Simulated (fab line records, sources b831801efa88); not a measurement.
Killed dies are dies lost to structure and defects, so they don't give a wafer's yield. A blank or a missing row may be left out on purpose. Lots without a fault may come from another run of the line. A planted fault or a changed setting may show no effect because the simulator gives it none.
Which tool did it? | flow gf180mcu | 13 lots, 39 wafers sampled, at 6 steps of a route of 602

WHAT THE GAUGES READ, wafer by wafer
GF_DNWELL_TW_MEAS_09.
lot  | measured    | on            | DNWELL_TW
L204 | day 2 18:18 | film_metro-01 | 1338 1339 1334
L205 | day 3 00:19 | film_metro-01 | 1341 1341 1343
L207 | day 3 09:43 | film_metro-02 | 1343 1339 1347
L209 | day 3 20:56 | film_metro-02 | 1354 1352 1348
L214 | day 5 10:52 | film_metro-04 | 1378 1363 1374
L217 | day 5 21:04 | film_metro-04 | 1365 1363 1367
L219 | day 6 10:38 | film_metro-04 | 1350 1348 1351
L218 | day 6 10:49 | film_metro-02 | 1337 1344 1336
L221 | day 6 16:22 | film_metro-02 | 1338 1332 1338
L220 | day 6 16:31 | film_metro-01 | 1343 1345 1346
L222 | day 6 19:41 | film_metro-01 | 1360 1360 1355
L224 | day 7 04:05 | film_metro-04 | 1345 1346 1349
L225 | day 7 12:53 | film_metro-01 | 1328 1330 1325

GF_MVPSD_OVL_MEAS_07.
lot  | measured     | on         | MVPSD_OVL (nm)
L204 | day 4 21:55  | overlay-02 | 1.4 0.0 1.0
L205 | day 5 04:46  | overlay-01 | -0.6 -0.3 -2.2
L207 | day 5 15:14  | overlay-01 | 2.5 2.1 1.0
L209 | day 6 03:03  | overlay-01 | 1.4 1.8 0.3
L214 | day 7 23:23  | overlay-01 | 0.9 0.4 1.6
L217 | day 8 11:04  | overlay-02 | 0.0 -1.6 -1.2
L219 | day 9 01:52  | overlay-01 | 1.8 3.4 1.3
L218 | day 9 03:18  | overlay-01 | 0.1 0.6 0.0
L221 | day 9 09:23  | overlay-01 | -0.3 1.4 0.3
L220 | day 9 09:31  | overlay-01 | 2.0 1.5 2.1
L222 | day 9 13:13  | overlay-01 | -3.5 -2.9 -3.3
L224 | day 9 23:16  | overlay-02 | -0.2 0.1 -0.4
L225 | day 10 09:25 | overlay-02 | 0.1 -0.5 -0.1

GF_VT_IMPLANT_OVL_MEAS_18.
lot  | measured     | on         | VT_IMPLANT_01_OVL (nm)
L204 | day 6 01:25  | overlay-01 | -1.0 0.0 -0.9
L205 | day 6 09:05  | overlay-02 | 0.4 -0.3 0.3
L207 | day 6 19:50  | overlay-01 | 0.9 1.4 1.3
L209 | day 7 09:20  | overlay-01 | 0.4 1.0 1.0
L214 | day 9 09:28  | overlay-01 | 0.2 1.4 2.0
L217 | day 9 21:59  | overlay-01 | - - -
L219 | day 10 12:32 | overlay-01 | 1.1 1.9 0.6
L218 | day 10 14:56 | overlay-02 | -0.6 -2.1 -2.0
L221 | day 10 20:56 | overlay-01 | 2.3 2.0 3.0
L220 | day 10 21:13 | overlay-01 | 1.6 1.3 2.1
L222 | day 11 01:40 | overlay-02 | 1.5 0.2 -0.4
L224 | day 11 11:32 | overlay-02 | -0.6 1.5 0.2
L225 | day 11 21:41 | overlay-01 | 3.5 4.8 1.0

GF_VT_IMPLANT_TW_MEAS_21.
lot  | measured     | on            | VT_IMPLANT_2_TW
L204 | day 6 01:43  | film_metro-04 | 1218 1222 1213
L205 | day 6 09:22  | film_metro-01 | 1221 1221 1211
L207 | day 6 20:07  | film_metro-03 | 1201 1206 1206
L209 | day 7 09:38  | film_metro-01 | 1197 1191 1202
L214 | day 9 09:45  | film_metro-01 | 1195 1198 1193
L217 | day 9 22:16  | film_metro-04 | 30 30 30
L219 | day 10 12:49 | film_metro-04 | 1224 1216 1215
L218 | day 10 15:14 | film_metro-03 | 1217 1217 1215
L221 | day 10 21:13 | film_metro-01 | 1204 1205 1205
L220 | day 10 21:31 | film_metro-03 | 1223 1222 1217
L222 | day 11 01:58 | film_metro-04 | 1213 1211 1211
L224 | day 11 11:49 | film_metro-01 | 1189 1193 1197
L225 | day 11 21:58 | film_metro-01 | 1188 1190 1194

WHICH TOOL RAN EACH LOT (tool, then ch and the chambers of the sampled wafers, then the start)
lot  | GF_DNWELL_STRIP_08                  | GF_VT_IMPLANT_EXPOSE_15
L204 | plasma_asher-04 ch 0,1, day 2 18:11 | iline_stepper-02 ch 0, day 5 18:32
L205 | plasma_asher-01 ch 0,1, day 3 00:13 | iline_stepper-01 ch 0, day 6 01:54
L207 | plasma_asher-04 ch 0,1, day 3 09:37 | iline_stepper-01 ch 0, day 6 13:17
L209 | plasma_asher-04 ch 0,1, day 3 20:52 | iline_stepper-01 ch 0, day 7 02:07
L214 | plasma_asher-04 ch 0,1, day 5 10:46 | iline_stepper-02 ch 0, day 9 01:11
L217 | plasma_asher-01 ch 0,1, day 5 20:58 | iline_stepper-01 ch 0, day 9 13:21
L219 | plasma_asher-04 ch 0,1, day 6 10:32 | iline_stepper-01 ch 0, day 10 04:03
L218 | plasma_asher-02 ch 0,1, day 6 10:43 | iline_stepper-01 ch 0, day 10 06:15
L221 | plasma_asher-04 ch 0,1, day 6 16:16 | iline_stepper-01 ch 0, day 10 12:08
L220 | plasma_asher-01 ch 0,1, day 6 16:25 | iline_stepper-02 ch 0, day 10 12:22
L222 | plasma_asher-02 ch 1, day 6 19:35   | iline_stepper-01 ch 0, day 10 16:28
L224 | plasma_asher-04 ch 0,1, day 7 03:59 | iline_stepper-01 ch 0, day 11 02:31
L225 | plasma_asher-04 ch 0,1, day 7 12:47 | iline_stepper-01 ch 0, day 11 12:36
- GF_DNWELL_STRIP_08: strips in O2/N2.
- GF_VT_IMPLANT_EXPOSE_15: exposes mask Nwell LV AREA, target cd 860 nm.

WHAT THE TOOLS THEMSELVES READ (means of the sampled wafers that have a number; where no wafer has one, the mark that the record gives instead)
GF_DNWELL_STRIP_08.
lot  | tool            | drypump_motor_current_A (A) | heater_power_w (W) | oes_product_au (a.u.) | strip_time_to_endpoint_s (s)
L204 | plasma_asher-04 | 5.56                        | 325                | 0.719                 | 36.84
L205 | plasma_asher-01 | 5.47                        | 353                | 0.725                 | 36.88
L207 | plasma_asher-04 | 5.56                        | 322                | 0.721                 | 36.93
L209 | plasma_asher-04 | 5.56                        | 323                | 0.723                 | 36.93
L214 | plasma_asher-04 | 5.54                        | 322                | 0.721                 | 36.97
L217 | plasma_asher-01 | 5.48                        | 342                | 0.721                 | 37.01
L219 | plasma_asher-04 | 5.40                        | 327                | 0.723                 | 36.92
L218 | plasma_asher-02 | 5.61                        | 341                | 0.720                 | 36.97
L221 | plasma_asher-04 | 5.55                        | 321                | 0.727                 | 36.93
L220 | plasma_asher-01 | 5.48                        | 358                | 0.722                 | 36.96
L222 | plasma_asher-02 | 5.69                        | 334                | 0.728                 | 36.89
L224 | plasma_asher-04 | 5.55                        | 322                | 0.724                 | 36.86
L225 | plasma_asher-04 | 5.41                        | 327                | 0.721                 | 36.90

THE ANSWER, worked out from the rows above alone
Rule: what is usual is taken from the lots themselves. Put in order of their means at a reading, lots are off if they are a third of the lots or fewer, leave a main group of 4 or more, and stand apart from it by a gap of 3 or more times the standard deviation of the main group's means; of several such gaps the widest counts. A main group whose means are all the same, to the digits that the tables above print for the reading, isn't used. A lot without any number at a reading at which 4 lots or more have one is off too. The other lots that the step has rows for count as sound. The gauges are gone through in route order, then the tools' own readings, and for those a lot's mean is taken as printed above. The first step at which some lot is off is used, and at that step the reading that is off furthest; a lot without a number counts as furthest.
Off: L217, at GF_VT_IMPLANT_OVL_MEAS_18 (VT_IMPLANT_01_OVL). Without a number there: L217. The main group: mean 0.9 nm, standard deviation 1.2.
A tool fits if, at a process step before that reading, it ran every lot that is off, and no sound lot after the first of them. The gauges at GF_VT_IMPLANT_OVL_MEAS_18 aren't tried: what is off there is off at GF_VT_IMPLANT_TW_MEAS_21 too, on other tools, and a gauge's error can't cause that. None of those tried fits.

WHAT THE SIMULATOR HAD PUT IN
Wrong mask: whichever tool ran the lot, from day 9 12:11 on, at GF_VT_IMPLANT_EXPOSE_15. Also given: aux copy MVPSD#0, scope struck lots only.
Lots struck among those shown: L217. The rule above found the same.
